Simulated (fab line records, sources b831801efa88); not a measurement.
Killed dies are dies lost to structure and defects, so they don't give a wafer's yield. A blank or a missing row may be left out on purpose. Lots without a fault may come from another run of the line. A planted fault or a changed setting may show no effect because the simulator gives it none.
A struck lot beside a sound one | flow sky130 | 23 steps out of a route of 708
Sound: wafers L218.1, L218.2, L218.3. Struck: wafers L216.3, L216.5, L216.6. The cause comes at the end.
At each step with rows: each side's tool, then ch and its chambers, then its first start. Under that, the readings that differ: sound wafers | struck wafers | difference of the means | sigmas: that difference in standard deviations of wafers without a fault.
alike: readings whose means differ by less than 2 such deviations, and words and numbers that are the same on both sides. not compared: withheld readings, readings that some wafer has no value for, bounds like >300 that may hide the same value, and numbers for which the record gives no deviation and whose values overlap.
The two part at a step that has a row with sigmas, a row that says differs or no value, or rows on one side only. Numbers that don't overlap but have no deviation are shown without sigmas and don't part them. A reading that every wafer of one side lacks parts them only if that side has two wafers or more.

first, 1 step without rows for these wafers: SKY_SONOS_TUNNEL_STRIP_11 (strips in SPM, time 600 s).
SKY_SONOS_TUNNEL_TW_MEAS_12:
  sound on film_metro-04, day 14 14:10; struck on film_metro-04, day 13 22:00
  alike: SONOS_TUNNEL_TW
then, 2 steps without rows for these wafers: SKY_SONOS_TUNNEL_CLEAN_13 (cleans in dHF, time 20 s); SKY_SONOS_ONO_OXIDATION_00 (stabilise 600 s, purge 300 s, target thk 2.6 nm).
SKY_SONOS_ONO_THK_MEAS_01:
  sound on film_metro-03, day 14 17:09; struck on film_metro-01, day 13 23:25
  alike: SONOS_ONO_OXIDATION_THK
then, 1 step without rows for these wafers: SKY_SONOS_ONO_CVD_02 (deposits Si3N4 from DCS/NH3, target thk 10.5 nm, time 180 s).
SKY_SONOS_ONO_THK_MEAS_03:
  sound on film_metro-04, day 14 18:16; struck on film_metro-04, day 14 00:32
  alike: SONOS_ONO_CVD_02_THK
then, 1 step without rows for these wafers: SKY_SONOS_ONO_CVD_04 (deposits SiO2 from SiH4/N2O, target thk 5.7199 nm).
SKY_SONOS_ONO_THK_MEAS_05:
  sound on film_metro-04, day 14 19:34; struck on film_metro-03, day 14 01:50
  alike: SONOS_ONO_CVD_04_THK
then, 3 steps without rows for these wafers: SKY_SONOS_ONO_DEHYDRATE_06 (time 60 s); SKY_SONOS_ONO_HMDS_07 (prime time 60 s); SKY_SONOS_ONO_COAT_08 (resist thk 1140 nm).
SKY_SONOS_ONO_SOFTBAKE_09: time 60 s.
  sound on litho_track-02 ch 0, day 15 08:52; struck on litho_track-01 ch 0, day 14 14:08
  reading                  | sound             | struck            | difference | sigmas
  heater_power_total_W (W) | 56.59 56.62 56.55 | 71.95 71.87 71.96 | +15.34     | +99 or more
  run_length_s (s)         | 89.27 89.15 89.36 | 57.47 57.55 57.56 | -31.73     | -99 or more
then, 2 steps without rows for these wafers: SKY_SONOS_ONO_EXPOSE_10 (exposes mask ONOM, target cd 410 nm); SKY_SONOS_ONO_PEB_11.
SKY_SONOS_ONO_DEVELOP_12: develop time 60 s.
  sound on litho_track-03 ch 0, day 15 22:24; struck on litho_track-02 ch 0, day 15 03:49
  reading                                        | sound          | struck         | difference | sigmas
  model.NOVOLAK_of_SONOS_ONO_COAT_08.thk_nm (nm) | 1140 1138 1142 | 1153 1157 1154 | +15        |
SKY_SONOS_ONO_CD_MEAS_13: target cd 410 nm.
  sound on cd_sem-02, day 15 22:33; struck on cd_sem-01, day 15 03:57
  alike: cd_nm
SKY_SONOS_ONO_OVL_MEAS_14:
  sound on overlay-01, day 15 22:40; struck on overlay-02, day 15 04:03
  alike: SONOS_ONO_OVL
SKY_SONOS_ONO_ETCH_15: etches the open film in CHF3/O2, target depth 19.52 nm, time 7.8 s.
  sound on rie_diel-01 ch 1,2,3, day 15 22:42; struck on rie_diel-04 ch 0,1, day 15 04:04
  reading                                        | sound          | struck         | difference | sigmas
  model.NOVOLAK_of_SONOS_ONO_COAT_08.thk_nm (nm) | 1123 1121 1126 | 1137 1141 1138 | +15        |
  alike: O2_flow_sccm, drypump_motor_current_A, oes_product_au, throttle_valve_pct
  not compared: rf_hours_counter_h
then, 1 step without rows for these wafers: SKY_SONOS_ONO_WET_ETCH_16 (etches SiO2 in dHF, target depth 14 nm, time 276 s).
SKY_SONOS_ONO_STRIP_17: strips in O2/N2.
  sound on plasma_asher-02 ch 0,1, day 15 22:49; struck on plasma_asher-01 ch 0,1, day 15 04:18
  reading                      | sound             | struck            | difference | sigmas
  strip_time_to_endpoint_s (s) | 14.08 14.10 14.13 | 14.24 14.30 14.26 | +0.16      | +4
  alike: drypump_motor_current_A, oes_product_au
  not compared: rf_hours_counter_h
then, 1 step without rows for these wafers: SKY_SONOS_ONO_WET_ETCH_18 (etches Si3N4 in H3PO4, target depth 15 nm, time 172 s).
-- the record jumps here: 33 days lie between the struck wafers' starts before and after (it left off in module SONOS_ONO and takes up again in module PAD_OPEN, whose first step shown is number 708 of the route) --
SKY_PAD_OPEN_PROBE_99:
  the record has rows for the struck wafers here (prober-01, day 47 21:26) and none for the sound ones

WHERE THEY PART
First at SKY_SONOS_ONO_SOFTBAKE_09; last, within this record, at SKY_PAD_OPEN_PROBE_99.

WHY: what the simulator had put in
Process parameter drift: litho_track-01, from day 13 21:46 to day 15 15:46, at SKY_SONOS_ONO_SOFTBAKE_09. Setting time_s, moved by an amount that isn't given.
